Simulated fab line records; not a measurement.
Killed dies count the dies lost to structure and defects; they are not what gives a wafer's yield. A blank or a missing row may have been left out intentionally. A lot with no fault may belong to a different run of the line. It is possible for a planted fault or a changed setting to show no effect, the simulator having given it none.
fab line records	flow sky130
record: lots: 6	wafers: 18	last-day: 51
route steps=708 shown METAL1@441 PAD_OPEN@708
lots untouched by any fault: they come from a run of this same line in which no faults occurred
start-h: hours from the record's opening day to when the first of the lot's shown wafers began	wait-h: hours since the lot's step before	" repeats the value in the row above	L1.1+2: several wafers, shown together as one row	- value missing, or start not given	* or withheld: withheld	< > ~ a bound
route shown NAME@n: a module of which the file shows steps, and the number in the route of the first	usual: average and standard deviation across the fault-free wafers	same: alike in all rows	chamber/n: place in a boat	sites: readings site by site	_std_site: the standard deviation of these	_edge_site: inner sites' mean taken away from outer sites' mean	radius-mm: how far each site lies from the wafer's centre	mask NAME#n: copy n	behind: the most recent tool/chamber to have shaped the wafer	hold: cause of the lot's hold/its duration in hours/its outcome	device: which transistor (n, p or np) failed to switch	end of line: at the end of the route, the tests of the same wafers	step lacking rows: just its recipe	killed: dies that structure and defects cost at the first sort, which is not the same as the wafer's yield	map: a wafer's dies, marking killed ones x, the rest . and places with no die _
set.NAME: the setting the step ran with; set.NAME@STEP: the setting that earlier step ran with	model.NAME: the simulator's own value behind a step, which no gauge read
certain route steps with their lots: each step a table, each wafer a row
services: when a tool's chamber went out of use (start-h, in hours from the record's first day, below 0 if earlier), for how many hours, and the reason
== steps ==
step: SKY_METAL1_DEHYDRATE_07
recipe: temp-c: 200	time-s: 60
step: SKY_METAL1_HMDS_08
recipe: prime-time-s: 60	prime-temp-c: 120
step: SKY_METAL1_COAT_09
recipe: resist: BARC	temp-c: withheld	time-s: withheld	spin-rpm: 3000	resist-thk-nm: 60
step: SKY_METAL1_COAT_10
recipe: resist: KrF-thick	spin-rpm: 3000	resist-thk-nm: 450
step: SKY_METAL1_SOFTBAKE_11
recipe: temp-c: 100	time-s: 90	resist: KrF-thick
step: SKY_METAL1_EXPOSE_12
recipe: mask-id: MM1	na: 0.8	source-shape: annular	sigma-inner: 0.55	sigma-outer: 0.85	target-cd-nm: 140	dose-mj: 28
step: SKY_METAL1_PEB_13
recipe: peb-temp-c: withheld	peb-time-s: withheld	resist: KrF-thick
step: SKY_METAL1_DEVELOP_14
recipe: develop-time-s: 60	resist: KrF-thick	dev-temp-c: 21
step: SKY_METAL1_CD_MEAS_15
recipe: target-cd-nm: 140
usual: cd-nm: 139.7/1.5
lot.wafer	tool	chamber	start-h	wait-h	cd-nm
L687.2	cd-sem-02	-	791.81	-	140.5
L687.4	"	-	"	"	141.2
L687.6	"	-	"	"	141.0
L685.1	cd-sem-01	-	792.14	-	139.2
L685.2	"	-	"	"	139.8
L685.4	"	-	"	"	140.2
L701.3	cd-sem-02	-	944.42	-	141.4
L701.4	"	-	"	"	141.1
L701.5	"	-	"	"	140.7
L693.1	cd-sem-02	-	945.68	-	139.1
L693.3	"	-	"	"	138.6
L693.5	"	-	"	"	138.9
L702.1	cd-sem-01	-	947.94	-	138.7
L702.4	"	-	"	"	138.7
L702.6	"	-	"	"	138.4
L704.1	cd-sem-01	-	949.13	-	136.8
L704.3	"	-	"	"	136.8
L704.6	"	-	"	"	137.3
step: SKY_METAL1_OVL_MEAS_16
usual: METAL1_OVL: 2/4.8
lot.wafer	tool	chamber	start-h	wait-h	METAL1_OVL[nm]
L687.2	overlay-02	-	791.91	0.1	-3
L687.4	"	-	"	"	4
L687.6	"	-	"	"	-7
L685.1	overlay-01	-	792.26	0.1	3
L685.2	"	-	"	"	-2
L685.4	"	-	"	"	6
L701.3	overlay-01	-	944.51	0.1	-5
L701.4	"	-	"	"	-4
L701.5	"	-	"	"	0
L693.1	overlay-01	-	945.80	0.1	-2
L693.3	"	-	"	"	-2
L693.5	"	-	"	"	0
L702.1	overlay-01	-	948.06	0.1	1
L702.4	"	-	"	"	4
L702.6	"	-	"	"	-3
L704.1	overlay-01	-	949.25	0.1	3
L704.3	"	-	"	"	-4
L704.6	"	-	"	"	-8
step: SKY_METAL1_DESCUM_17
recipe: chemistry: O2	source-power-w: 150	bias-power-w: 0	pressure-mtorr: 10	temp-c: 40	time-s: 8
usual: drypump-motor-current-A: 5.8/0.55	oes-product-au: 0.995/0.011
lot.wafer	tool	chamber	start-h	wait-h	drypump-motor-current-A	oes-product-au	rf-hours-counter-h
L687.2	rie-metal-03	1	791.94	0.0	6.0	0.985	7
L687.4	"	0	"	"	5.9	0.988	-
L687.6	"	0	"	"	6.0	0.993	-
L685.1	rie-metal-04	0	792.29	0.0	4.6	1.000	16
L685.2	"	1	"	"	6.2	0.989	0
L685.4	"	0	"	"	4.6	1.004	-
L701.3	rie-metal-04	0	944.55	0.0	4.6	0.997	-
L701.4	"	1	"	"	6.2	0.999	-
L701.5	"	0	"	"	4.6	0.999	-
L693.1	rie-metal-03	1	945.84	0.0	6.0	0.990	14
L693.3	"	1	"	"	6.0	0.976	-
L693.5	"	0	"	"	5.9	1.008	-
L702.1	rie-metal-04	1	948.09	0.0	6.2	0.988	7
L702.4	"	0	"	"	4.6	0.992	-
L702.6	"	0	"	"	4.6	1.013	-
L704.1	rie-metal-03	0	949.29	0.0	5.9	0.999	0
L704.3	"	0	"	"	5.9	0.988	-
L704.6	"	1	"	"	6.0	0.972	-
step: SKY_METAL1_ETCH_18
recipe: chemistry: N2/H2	target: BARC	ion-energy-ev: 200	bias-w: 100	pressure-mtorr: 30	n2-flow-sccm: 100	h2-flow-sccm: 200	icp-w: 500	stop-on: SiO2	time-s: 45.9	target-depth-a: 600
usual: drypump-motor-current-A: 5.8/0.55	n2-flow-sccm: 100.05/0.29	oes-product-au: 0.855/0.0048	throttle-valve-pct: 13.224/0.0077
lot.wafer	tool	chamber	start-h	wait-h	drypump-motor-current-A	n2-flow-sccm	oes-product-au	rf-hours-counter-h	throttle-valve-pct
L687.2	rie-metal-03	1	791.97	0.0	6.0	100.32	0.855	7	13.239
L687.4	"	0	"	"	5.9	100.35	0.861	-	13.222
L687.6	"	0	"	"	6.0	100.44	0.855	-	13.224
L685.1	rie-metal-04	0	792.32	0.0	4.6	100.22	0.850	16	13.214
L685.2	"	1	"	"	6.2	99.87	0.850	0	13.232
L685.4	"	0	"	"	4.6	100.62	0.863	-	13.231
L701.3	rie-metal-04	0	944.59	0.0	4.6	99.83	0.859	-	13.233
L701.4	"	1	"	"	6.2	100.40	0.861	-	13.214
L701.5	"	0	"	"	4.6	99.90	0.857	-	13.222
L693.1	rie-metal-03	1	945.87	0.0	6.0	100.14	0.868	14	13.225
L693.3	"	1	"	"	6.0	100.61	0.854	-	13.236
L693.5	"	0	"	"	5.9	100.23	0.857	-	13.226
L702.1	rie-metal-04	1	948.12	0.0	6.2	99.42	0.859	7	13.224
L702.4	"	0	"	"	4.6	100.73	0.855	-	13.228
L702.6	"	0	"	"	4.6	100.45	0.854	-	13.232
L704.1	rie-metal-03	0	949.32	0.0	5.9	99.93	0.847	0	13.233
L704.3	"	0	"	"	5.9	99.70	0.854	-	13.224
L704.6	"	1	"	"	6.0	99.76	0.862	-	13.230
step: SKY_METAL1_METAL_ETCH_19
recipe: target-depth-a: 3600	stop-on: SiO2	over-etch-frac: 0.3	time-s: 78	chemistry: Cl2/BCl3	resist-sidewall-deg: 88	pressure-mtorr: 10	icp-w: 900	bias-w: 48.5	Cl2_flow_sccm: 60	bcl3-flow-sccm: 30
usual: drypump-motor-current-A: 5.8/0.55	oes-product-au: 0.853/0.0056	throttle-valve-pct: 22.264/0.0092
lot.wafer	tool	chamber	start-h	wait-h	drypump-motor-current-A	oes-product-au	rf-hours-counter-h	throttle-valve-pct	model.KrF-thick_of_METAL1_COAT_10.thk-nm	model.METAL1.cd-nm	model.SiO2_of_CONTACT_HDPCVD_02.thk-nm
L687.2	rie-metal-03	1	792.04	0.0	6.0	0.854	7	22.272	170.7	140.8	326
L687.4	"	0	"	"	5.9	0.841	-	22.277	161.8	138.1	326
L687.6	"	0	"	"	5.9	0.850	-	22.259	160	139.1	327.3
L685.1	rie-metal-04	0	792.39	0.0	4.6	0.856	16	22.280	158.5	140.1	325.4
L685.2	"	1	"	"	6.2	0.854	0	22.275	159.6	141	326.7
L685.4	"	0	"	"	4.6	0.853	-	22.254	160.1	141.7	325.5
L701.3	rie-metal-04	0	944.66	0.1	4.6	0.848	-	22.274	162.6	141.7	327.2
L701.4	"	1	"	"	6.2	0.858	-	22.259	90.79	133.2	324.1
L701.5	"	0	"	"	4.6	0.866	-	22.265	163	142.1	325.5
L693.1	rie-metal-03	1	945.93	0.0	6.0	0.844	14	22.265	163.1	139.2	324
L693.3	"	1	"	"	6.0	0.853	-	22.257	163.8	138.2	326.2
L693.5	"	0	"	"	5.9	0.851	-	22.249	152.3	141.4	324.9
L702.1	rie-metal-04	1	948.19	0.0	6.1	0.851	7	22.256	79.57	127.5	320.9
L702.4	"	0	"	"	4.6	0.855	-	22.270	157	138.9	326.6
L702.6	"	0	"	"	4.6	0.849	-	22.261	157.9	139.7	325.6
L704.1	rie-metal-03	0	949.38	0.0	5.9	0.846	1	22.282	159	135.6	326.3
L704.3	"	0	"	"	5.9	0.855	-	22.257	156.7	134.7	326.6
L704.6	"	1	"	"	6.1	0.857	-	22.264	165.5	134.1	326.7
step: SKY_METAL1_STRIP_20
recipe: chemistry: O2/N2	power-w: 1400	pressure-mtorr: 1500	platen-temp-c: withheld	o2-flow-sccm: 3000	n2-flow-sccm: 300	overash-fraction: 0.5
usual: drypump-motor-current-A: 5.6/0.39	n2-flow-sccm: 299.9/0.88	oes-product-au: 0.344/0.0053	strip-time-to-endpoint-s: 2.72/0.044
lot.wafer	tool	chamber	start-h	wait-h	drypump-motor-current-A	n2-flow-sccm	oes-product-au	rf-hours-counter-h	strip-time-to-endpoint-s
L687.2	plasma-asher-04	0	792.13	0.1	5.7	299.8	0.341	3	2.83
L687.4	"	1	"	"	5.6	299.2	0.345	-	2.72
L687.6	"	0	"	"	5.7	300.1	0.334	-	2.70
L685.1	plasma-asher-01	1	792.48	0.1	5.9	300.4	0.348	66	2.70
L685.2	"	0	"	"	4.7	298.4	0.341	66	2.71
L685.4	"	0	"	"	4.7	298.8	0.340	-	2.71
L701.3	plasma-asher-03	0	944.76	0.1	5.9	300.7	0.342	-	2.74
L701.4	"	1	"	"	5.5	300.6	0.304	-	1.94
L701.5	"	0	"	"	5.9	298.4	0.346	-	2.75
L693.1	plasma-asher-01	1	946.02	0.1	5.9	298.3	0.344	80	2.75
L693.3	"	1	"	"	5.9	300.3	0.346	-	2.76
L693.5	"	1	"	"	5.9	299.0	0.335	-	2.62
L702.1	plasma-asher-01	0	948.28	0.1	4.7	300.8	0.305	81	1.79
L702.4	"	0	"	"	4.8	298.8	0.339	-	2.68
L702.6	"	0	"	"	4.8	299.9	0.345	-	2.69
L704.1	plasma-asher-03	0	949.47	0.1	5.9	299.4	0.346	113	2.70
L704.3	"	0	"	"	5.9	302.5	0.337	-	2.68
L704.6	"	1	"	"	5.5	299.5	0.345	-	2.77
step: SKY_METAL1_STRIP_21
recipe: chemistry: post-etch-residue-remover	time-s: 1200	temp-c: 72.5
step: SKY_PAD_OPEN_PROBE_99
usual: defect-limited-yield: 82.5/2	killed_at_M0_to_M3: 42/7.3	killed_at_M4_up: 3.4/2	killed-at-contacts: 24/5.6	killed-at-front-end: 16/4.5	killed-at-other: 0.2/0.51	killed-dies: 86/9.8	killed-on-rim: 17/3.8	killed-open: 46/7	killed-short: 40/6.7	sort_bin_3_pad_short: 0.9/0.42	sort_bin_5_function: 10.3/1.5	sort_bin_6_memory: 6.3/1.3	sort-n-pass: 406/9.8	sort-yield-pct: 82.5/2
same: gross-dies: 492	killed-at-back-side: 0	sort_bin_4_leakage[%]: 0	sort_bin_8_speed[%]: 0
lot.wafer	tool	chamber	start-h	wait-h	defect-limited-yield[%]	killed_at_M0_to_M3	killed_at_M4_up	killed-at-contacts	killed-at-front-end	killed-at-other	killed-dies	killed-on-rim	killed-open	killed-short	sort_bin_3_pad_short[%]	sort_bin_5_function[%]	sort_bin_6_memory[%]	sort-n-pass	sort-yield-pct[%]	model.etest.met1.width-nm	model.etest.met1.line-ohm-um
L687.2	prober-02	-	1103.00	0.1	83.3	35	6	21	19	1	82	15	44	38	0.6	9.1	6.9	410	83.3	141.1	0.9241
L687.4	prober-02	-	1103.10	0.2	83.5	39	5	20	16	1	81	14	44	37	0.6	9.3	6.5	411	83.5	135	0.9762
L687.6	prober-02	-	1103.20	0.2	79.9	40	3	32	24	0	99	24	47	51	1.4	11.8	6.9	393	79.9	141.8	0.9114
L685.1	prober-01	-	1103.25	0.3	81.9	44	0	26	19	0	89	16	58	31	0.6	11.4	6.1	403	81.9	140.7	0.9209
L685.2	prober-01	-	1103.30	0.3	82.5	41	1	29	14	1	86	13	61	25	0.2	9.8	7.5	406	82.5	139.8	0.905
L685.4	prober-01	-	1103.40	0.4	83.9	39	4	27	8	1	79	21	44	34	1.2	8.3	6.5	413	83.9	143	0.906
L701.3	prober-02	-	1212.46	0.2	81.5	51	2	20	18	0	91	22	46	44	0.6	11.0	6.9	401	81.5	142.2	0.9073
L701.4	prober-02	-	1212.51	0.2	87.2	25	2	21	15	0	63	10	34	28	1.2	8.1	3.5	429	87.2	134.6	0.9629
L701.5	prober-02	-	1212.56	0.2	82.7	51	0	22	11	1	85	15	51	33	1.4	11.4	4.5	407	82.7	142.7	0.893
L693.1	prober-01	-	1213.01	0.1	82.3	34	2	23	27	1	87	19	42	45	0	10.8	6.9	405	82.3	138.6	0.9496
L693.3	prober-01	-	1213.11	0.2	81.5	42	2	27	20	0	91	20	51	40	0.4	10.2	7.9	401	81.5	139.5	0.9237
L693.5	prober-01	-	1213.21	0.2	81.7	44	0	24	20	2	90	16	51	39	1.0	11.6	5.7	402	81.7	139.5	0.9282
L702.1	prober-01	-	1215.40	0.1	80.7	42	6	27	20	0	95	22	53	42	1.2	10.6	7.5	397	80.7	129.4	0.9991
L702.4	prober-01	-	1215.55	0.2	82.7	39	3	28	15	0	85	21	47	38	0.4	10.2	6.7	407	82.7	140.6	0.9058
L702.6	prober-01	-	1215.65	0.2	81.5	41	3	31	16	0	91	13	43	46	1.4	9.6	7.5	401	81.5	141.3	0.9159
L704.1	prober-01	-	1217.24	0.1	85.0	43	1	18	12	0	74	11	41	33	0.6	7.5	6.9	418	85.0	138.8	0.9348
L704.3	prober-01	-	1217.34	0.2	84.1	46	3	22	7	0	78	15	39	39	1.0	9.1	5.7	414	84.1	135.1	0.9702
L704.6	prober-01	-	1217.49	0.2	82.5	46	4	24	12	0	86	18	46	39	1.0	10.6	5.9	406	82.5	132.4	0.9751
killed by level:class
L687.2 LI_CONTACT:geometric-particle:open=8 VIA2:geometric-particle:short=6 VIA2:geometric-particle:open=5 VIA3:geometric-particle:open=5 FIELD_ISO:geometric-particle:open=4 METAL4:geometric-particle:short=4 CONTACT:geometric-particle:short=4 CONTACT:geometric-particle:open=4
L687.4 VIA1:geometric-particle:open=9 VIA3:geometric-particle:open=7 CONTACT:geometric-particle:open=6 POLY_GATE:geometric-particle:open=5 LOCAL_INTERCONNECT:geometric-particle:short=5 CONTACT:geometric-particle:short=5 VIA2:geometric-particle:open=5 METAL2:geometric-particle:short=5
L687.6 CONTACT:geometric-particle:open=11 METAL1:geometric-particle:short=9 POLY_GATE:geometric-particle:short=7 VIA1:geometric-particle:open=7 FIELD_ISO:geometric-particle:short=6 LOCAL_INTERCONNECT:geometric-particle:short=6 CONTACT:geometric-particle:short=6 VIA1:geometric-particle:short=6
L685.1 VIA1:geometric-particle:open=13 CONTACT:geometric-particle:open=10 VIA3:geometric-particle:open=9 LI_CONTACT:geometric-particle:open=8 VIA2:geometric-particle:short=6 VIA2:geometric-particle:open=5 FIELD_ISO:geometric-particle:short=4 CONTACT:geometric-particle:short=4
L685.2 VIA1:geometric-particle:open=12 LI_CONTACT:geometric-particle:open=11 CONTACT:geometric-particle:open=10 VIA3:geometric-particle:open=7 VIA2:geometric-particle:open=6 METAL3:geometric-particle:short=5 FIELD_ISO:geometric-particle:open=4 CONTACT:geometric-particle:short=4
L685.4 CONTACT:geometric-particle:open=11 METAL3:geometric-particle:short=10 VIA1:geometric-particle:open=7 VIA3:geometric-particle:open=7 LI_CONTACT:geometric-particle:open=6 LOCAL_INTERCONNECT:geometric-particle:short=6 VIA2:geometric-particle:open=4 FIELD_ISO:geometric-particle:open=3
L701.3 METAL2:geometric-particle:short=12 CONTACT:geometric-particle:open=8 VIA1:geometric-particle:open=8 VIA3:geometric-particle:open=6 FIELD_ISO:geometric-particle:short=5 LI_CONTACT:geometric-particle:open=5 VIA1:geometric-particle:short=5 VIA2:geometric-particle:open=5
L701.4 FIELD_ISO:geometric-particle:short=5 LI_CONTACT:geometric-particle:open=5 CONTACT:geometric-particle:short=5 CONTACT:geometric-particle:open=5 VIA1:geometric-particle:open=5 VIA3:geometric-particle:open=5 POLY_GATE:geometric-particle:open=4 LOCAL_INTERCONNECT:geometric-particle:short=4
L701.5 VIA2:geometric-particle:open=12 VIA3:geometric-particle:open=9 VIA1:geometric-particle:open=8 CONTACT:geometric-particle:short=6 METAL2:geometric-particle:short=6 LI_CONTACT:geometric-particle:open=5 VIA1:geometric-particle:short=5 CONTACT:geometric-particle:open=5
L693.1 FIELD_ISO:geometric-particle:short=12 CONTACT:geometric-particle:open=9 POLY_GATE:geometric-particle:open=8 VIA1:geometric-particle:open=8 CONTACT:geometric-particle:short=7 LOCAL_INTERCONNECT:geometric-particle:short=6 METAL3:geometric-particle:short=5 VIA3:geometric-particle:open=5
L693.3 CONTACT:geometric-particle:open=10 VIA2:geometric-particle:open=9 FIELD_ISO:geometric-particle:open=8 VIA1:geometric-particle:open=8 LI_CONTACT:geometric-particle:open=7 FIELD_ISO:geometric-particle:short=6 VIA1:geometric-particle:short=6 METAL2:geometric-particle:short=5
L693.5 VIA1:geometric-particle:open=14 LI_CONTACT:geometric-particle:open=10 METAL1:geometric-particle:short=7 FIELD_ISO:geometric-particle:open=6 POLY_GATE:geometric-particle:open=5 METAL2:geometric-particle:short=5 CONTACT:geometric-particle:open=5 POLY_CUT:geometric-particle:short=3
L702.1 CONTACT:geometric-particle:open=13 FIELD_ISO:geometric-particle:short=9 VIA3:geometric-particle:open=9 FIELD_ISO:geometric-particle:open=7 LI_CONTACT:geometric-particle:open=7 VIA1:geometric-particle:open=5 METAL2:geometric-particle:short=5 METAL1:geometric-particle:short=4
L702.4 LI_CONTACT:geometric-particle:open=11 CONTACT:geometric-particle:open=8 VIA3:geometric-particle:open=7 VIA2:geometric-particle:open=6 VIA1:geometric-particle:open=6 CONTACT:geometric-particle:short=5 VIA1:geometric-particle:short=5 METAL1:geometric-particle:short=3
L702.6 CONTACT:geometric-particle:short=9 LI_CONTACT:geometric-particle:open=9 CONTACT:geometric-particle:open=9 VIA2:geometric-particle:open=8 METAL2:geometric-particle:short=7 VIA3:geometric-particle:open=7 POLY_GATE:geometric-particle:short=6 VIA1:geometric-particle:open=4
L704.1 VIA3:geometric-particle:open=7 CONTACT:geometric-particle:open=7 METAL2:geometric-particle:short=7 VIA2:geometric-particle:open=7 VIA1:geometric-particle:open=5 METAL1:geometric-particle:short=4 METAL1:geometric-particle:open=4 VIA2:geometric-particle:short=4
L704.3 VIA2:geometric-particle:open=10 LI_CONTACT:geometric-particle:open=8 CONTACT:geometric-particle:open=8 METAL2:geometric-particle:short=8 VIA1:geometric-particle:open=6 VIA2:geometric-particle:short=5 METAL1:geometric-particle:short=4 VIA3:geometric-particle:open=4
L704.6 VIA1:geometric-particle:open=9 METAL1:geometric-particle:short=8 CONTACT:geometric-particle:open=7 VIA2:geometric-particle:open=7 LI_CONTACT:geometric-particle:open=6 VIA2:geometric-particle:short=6 VIA3:geometric-particle:open=5 LOCAL_INTERCONNECT:geometric-particle:short=4
== services ==
tool	chamber	start-h	hours	kind
rie-metal-04	1	770.49	-	clean
rie-metal-04	1	770.49	19.8	scheduled-down
rie-metal-04	1	770.49	19.8	vent-cycle
rie-metal-03	0	796.63	4.9	repair
plasma-asher-01	-	809.21	11.2	repair
plasma-asher-04	-	839.61	5.1	repair
plasma-asher-03	-	841.60	0.3	repair
rie-metal-04	0	902.34	-	clean
rie-metal-04	0	902.34	23.1	scheduled-down
rie-metal-04	0	902.34	23.1	vent-cycle
rie-metal-03	0	914.23	-	clean
rie-metal-03	0	914.23	22.7	scheduled-down
rie-metal-03	0	914.23	22.7	vent-cycle
plasma-asher-04	-	938.07	0.9	repair
== key ==
first-sign: step: SKY_METAL1_STRIP_20	reading: strip-time-to-endpoint-s	direction: down	sigmas: 19	usual: *	struck: *
effect: step: SKY_METAL1_STRIP_20	reading: oes-product-au	direction: down	sigmas: 7.4	usual: 0.344	struck: 0.304
model-effect: step: SKY_METAL1_METAL_ETCH_19	value: KrF-thick_of_METAL1_COAT_10.thk-nm	without: 162.9	struck: 85.18
model-effect: step: SKY_PAD_OPEN_PROBE_99	value: etest.met1.width-nm	without: 141.1	struck: 132
met-at SKY_METAL1_METAL_ETCH_19
struck-wafers L701.4,L702.1
onset-between 792.39 944.66
fault: kind: process-parameter-drift	tool: rie-metal-04	chamber: 1	onset-h: 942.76	steps: SKY_METAL1_METAL_ETCH_19	channel: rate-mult	offset: 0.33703	shape: step	end-h: 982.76
